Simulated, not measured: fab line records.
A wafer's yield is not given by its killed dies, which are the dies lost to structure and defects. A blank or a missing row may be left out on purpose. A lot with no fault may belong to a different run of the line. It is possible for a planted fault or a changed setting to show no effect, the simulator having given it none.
Comparing a struck lot with a sound one | flow sky130 | 16 out of 708 route steps
Sound: wafers L595.1, L595.4, L595.6. Struck: wafers L602.1, L602.3, L602.6. The cause is named last.
At each step with rows: each side's tool, then ch and its chambers, then its first start. Under that, the readings that differ: sound wafers | struck wafers | difference of the means | sigmas: that difference in standard deviations of wafers without a fault.
alike: same words and numbers on both sides, and readings whose means sit less than 2 such deviations apart. not compared: any withheld reading, any reading some wafer has no value for, any bound like >300 that may hide the same value, and any number with overlapping values for which the record gives no deviation.
Wherever a step has rows on one side only, a row that says differs or no value, or a row with sigmas, the two part there. Non-overlapping numbers with no deviation appear without sigmas and do not part them. Lack of a reading on every wafer of one side parts them only where that side has two or more wafers.

first, 2 steps without rows for these wafers: SKY_METAL3_PEB_11; SKY_METAL3_DEVELOP_12 (develop time 60 s).
SKY_METAL3_CD_MEAS_13: the cd target is 300 nm.
  sound: cd sem-02 at day 40 17:17; struck: cd sem-02 at day 42 15:15
  alike: cd nm
SKY_METAL3_OVL_MEAS_14:
  sound: overlay-01 at day 40 17:25; struck: overlay-01 at day 42 15:22
  alike: METAL3_OVL
SKY_METAL3_DESCUM_15: chemistry O2, time 8 s.
  sound on rie metal-02 ch 1, day 40 17:27; struck on rie metal-02 ch 0,1, day 42 15:25
  alike: drypump motor current A, oes product au, rf fwd power W
  not compared: rf hours counter h
SKY_METAL3_ETCH_16: etches BARC in N2/H2, stops on SiO2, time 88.2 s, target depth 60 nm.
  sound on rie metal-02 ch 1, day 40 17:29; struck on rie metal-02 ch 0,1, day 42 15:26
  alike: drypump motor current A, oes product au, rf fwd power W, throttle valve pct
  not compared: rf hours counter h
SKY_METAL3_ETCH_17: etches SiO2 in C4F8/O2/Ar, stops on TiN, time 3.9 s, target depth 15 nm.
  sound on rie diel-01 ch 1,2,3, day 40 17:35; struck on rie diel-01 ch 0,1,2, day 42 15:32
  alike: oes product au, rf fwd power W
  not compared: rf hours counter h
SKY_METAL3_METAL_ETCH_18: etches the open film in Cl2/BCl3, stops on SiO2, target depth 845 nm, time 183.1 s.
  sound on rie metal-04 ch 0,1, day 40 17:36; struck on rie metal-01 ch 0, day 42 15:34
  alike: bcl3 flow sccm, drypump motor current A, oes product au, rf fwd power W, throttle valve pct
  not compared: rf hours counter h
then, 4 steps without rows for these wafers: SKY_METAL3_STRIP_19 (strips in O2/N2); SKY_METAL3_STRIP_20 (strips in post etch residue remover, time 1200 s); SKY_METAL3_CLEAN_21 (cleans in IPA, time 180 s); SKY_METAL3_CLEAN_22 (cleans in O3/DIW).
SKY_VIA3_HDPCVD_00: deposits SiO2, target thk 1635 nm, time 272.5 s.
  sound on hdpcvd-02 ch 0,1,2, day 40 18:22; struck on hdpcvd-01 ch 0,1, day 42 16:34
  reading                                  | sound             | struck            | difference | sigmas
  run length s (s)                         | 301.0 300.2 300.6 | 310.7 309.8 310.9 | +9.9       | +16
  model.SiO2_of_VIA3_HDPCVD_00.thk nm (nm) | 1644 1663 1634    | 1718 1733 1721    | +77        |
SKY_VIA3_THK_MEAS_01:
  sound: film metro-02 at day 40 18:32; struck: film metro-03 at day 42 16:44
  reading              | sound          | struck         | difference | sigmas
  VIA3_HDPCVD_THK (nm) | 1644 1664 1634 | 1719 1733 1721 | +77        | +4
SKY_VIA3_CMP_02: polishes SiO2.
  sound on cmp-01 ch 0,1, day 40 18:36; struck on cmp-02 ch 0,2,3, day 42 16:54
  alike: motor current A, retaining ring pressure frac
-- the record jumps here: 6 days lie between the struck wafers' starts before and after (it left off in module VIA3 and takes up again in module PAD_OPEN, whose first step shown is number 708 of the route) --
SKY_PAD_OPEN_PROBE_99:
  only the struck wafers here have rows in the record (prober-02, day 49 03:20); the sound ones have none

WHERE THEY PART
At SKY_VIA3_HDPCVD_00 first; at SKY_PAD_OPEN_PROBE_99 last (within this record only).

WHY: what the simulator had put in
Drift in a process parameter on hdpcvd-01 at SKY_VIA3_HDPCVD_00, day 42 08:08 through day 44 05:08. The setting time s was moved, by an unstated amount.
